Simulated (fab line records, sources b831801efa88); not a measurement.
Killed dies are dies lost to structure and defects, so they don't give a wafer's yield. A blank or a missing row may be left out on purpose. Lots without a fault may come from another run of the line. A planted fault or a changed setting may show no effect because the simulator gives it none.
Which tool did it? | flow gf180mcu | 12 lots, 36 wafers sampled, at 4 steps of a route of 602

WHAT THE GAUGES READ, wafer by wafer
GF_TOP_METAL_THK_MEAS_06: measures by xrf.
lot  | measured     | on            | TOP_METAL_ALCU_THK (nm)
L249 | day 27 11:12 | film_metro-04 | 894 895 892
L248 | day 27 14:20 | film_metro-02 | 885 885 876
L250 | day 27 22:16 | film_metro-04 | 875 874 876
L251 | day 28 10:28 | film_metro-02 | 866 861 869
L252 | day 28 15:52 | film_metro-03 | 843 862 863
L253 | day 28 23:35 | film_metro-02 | 865 869 868
L260 | day 30 15:55 | film_metro-02 | 858 859 859
L264 | day 32 02:01 | film_metro-03 | 861 871 866
L265 | day 32 04:44 | film_metro-03 | 876 874 868
L268 | day 32 21:48 | film_metro-04 | 882 890 881
L270 | day 33 07:28 | film_metro-04 | 899 897 895
L271 | day 33 17:31 | film_metro-03 | 882 888 881

WHICH TOOL RAN EACH LOT (tool, then ch and the chambers of the sampled wafers, then the start)
lot  | GF_MIM_SPUTTER_08            | GF_MIM_METAL_ETCH_19              | GF_V5_ETCH_16
L249 | pvd_sputter-01, day 24 16:32 | rie_metal-02 ch 0,1, day 25 13:28 | rie_diel-03 ch 0,3, day 27 09:23
L248 | pvd_sputter-03, day 24 19:22 | rie_metal-04 ch 0,1, day 25 16:59 | rie_diel-03 ch 1,2,3, day 27 12:35
L250 | pvd_sputter-01, day 25 03:32 | rie_metal-04 ch 0,1, day 26 00:51 | rie_diel-04 ch 0,2,3, day 27 20:32
L251 | pvd_sputter-02, day 25 18:41 | rie_metal-03 ch 0,1, day 26 15:14 | rie_diel-03 ch 2,3, day 28 08:44
L252 | pvd_sputter-01, day 26 00:30 | rie_metal-04 ch 0,1, day 26 20:48 | rie_diel-03 ch 1,2,3, day 28 14:07
L253 | pvd_sputter-03, day 26 02:56 | rie_metal-04 ch 0,1, day 26 23:18 | rie_diel-03 ch 0,1,2, day 28 21:49
L260 | pvd_sputter-02, day 28 04:16 | rie_metal-04 ch 0,1, day 28 23:13 | rie_diel-03 ch 0,1,2, day 30 13:50
L264 | pvd_sputter-01, day 29 18:04 | rie_metal-02 ch 0, day 30 11:29   | rie_diel-04 ch 0,1,3, day 31 23:50
L265 | pvd_sputter-03, day 29 19:59 | rie_metal-03 ch 0, day 30 13:59   | rie_diel-02 ch 0,1, day 32 02:50
L268 | pvd_sputter-03, day 30 15:50 | rie_metal-03 ch 1, day 31 09:20   | rie_diel-02 ch 1,2,3, day 32 20:02
L270 | pvd_sputter-03, day 31 01:46 | rie_metal-03 ch 0,1, day 31 19:06 | rie_diel-04 ch 1,2,3, day 33 05:44
L271 | pvd_sputter-03, day 31 12:03 | rie_metal-03 ch 0,1, day 32 05:14 | rie_diel-02 ch 2,3, day 33 15:34
- GF_MIM_SPUTTER_08: material AlCu, target thk 200 nm, time 10.6 s.
- GF_MIM_METAL_ETCH_19: etches the open film in Cl2/BCl3, stops on Si3N4, target depth 324.5 nm, time 54.1 s.
- GF_V5_ETCH_16: etches BARC in N2/H2.

WHAT THE TOOLS THEMSELVES READ (means of the sampled wafers that have a number; where no wafer has one, the mark that the record gives instead)
GF_MIM_SPUTTER_08.
lot  | tool           | throttle_valve_pct (%)
L249 | pvd_sputter-01 | 29.6
L248 | pvd_sputter-03 | 31.5
L250 | pvd_sputter-01 | 30.0
L251 | pvd_sputter-02 | 30.1
L252 | pvd_sputter-01 | 29.2
L253 | pvd_sputter-03 | 30.8
L260 | pvd_sputter-02 | 30.2
L264 | pvd_sputter-01 | 30.2
L265 | pvd_sputter-03 | 31.4
L268 | pvd_sputter-03 | 31.4
L270 | pvd_sputter-03 | 31.0
L271 | pvd_sputter-03 | 30.8

GF_MIM_METAL_ETCH_19.
lot  | tool         | drypump_motor_current_A (A) | oes_product_au (a.u.) | throttle_valve_pct (%)
L249 | rie_metal-02 | 5.67                        | 0.949                 | 28.278
L248 | rie_metal-04 | 5.70                        | 0.948                 | 28.268
L250 | rie_metal-04 | 5.77                        | 0.942                 | 28.282
L251 | rie_metal-03 | 5.54                        | 0.951                 | 28.269
L252 | rie_metal-04 | 5.74                        | 0.942                 | 28.283
L253 | rie_metal-04 | 5.77                        | 0.935                 | 28.289
L260 | rie_metal-04 | 5.76                        | 0.935                 | 28.290
L264 | rie_metal-02 | 5.73                        | 0.937                 | 28.297
L265 | rie_metal-03 | 5.61                        | 0.945                 | 28.280
L268 | rie_metal-03 | 5.37                        | 0.945                 | 28.285
L270 | rie_metal-03 | 5.45                        | 0.941                 | 28.293
L271 | rie_metal-03 | 5.47                        | 0.945                 | 28.287

GF_V5_ETCH_16.
lot  | tool        | drypump_motor_current_A (A) | oes_product_au (a.u.) | throttle_valve_pct (%)
L249 | rie_diel-03 | 5.6                         | 0.853                 | 13.223
L248 | rie_diel-03 | 5.8                         | 0.857                 | 13.222
L250 | rie_diel-04 | 6.1                         | 0.853                 | 13.218
L251 | rie_diel-03 | 5.4                         | 0.863                 | 13.223
L252 | rie_diel-03 | 5.8                         | 0.852                 | 13.229
L253 | rie_diel-03 | 6.1                         | 0.858                 | 13.221
L260 | rie_diel-03 | 6.1                         | 0.855                 | 13.230
L264 | rie_diel-04 | 5.8                         | 0.856                 | 13.222
L265 | rie_diel-02 | 5.8                         | 0.853                 | 13.230
L268 | rie_diel-02 | 5.9                         | 0.858                 | 13.231
L270 | rie_diel-04 | 5.9                         | 0.855                 | 13.229
L271 | rie_diel-02 | 6.0                         | 0.854                 | 13.232

THE ANSWER, worked out from the rows above alone
Rule: what is usual is taken from the lots themselves. Put in order of their means at a reading, lots are off if they are a third of the lots or fewer, leave a main group of 4 or more, and stand apart from it by a gap of 3 or more times the standard deviation of the main group's means; of several such gaps the widest counts. A main group whose means are all the same, to the digits that the tables above print for the reading, isn't used. A lot without any number at a reading at which 4 lots or more have one is off too. The other lots that the step has rows for count as sound. The gauges are gone through in route order, then the tools' own readings, and for those a lot's mean is taken as printed above. The first step at which some lot is off is used, and at that step the reading that is off furthest; a lot without a number counts as furthest.
No lot is off at any reading shown: from this, nothing can be told.

WHAT THE SIMULATOR HAD PUT IN
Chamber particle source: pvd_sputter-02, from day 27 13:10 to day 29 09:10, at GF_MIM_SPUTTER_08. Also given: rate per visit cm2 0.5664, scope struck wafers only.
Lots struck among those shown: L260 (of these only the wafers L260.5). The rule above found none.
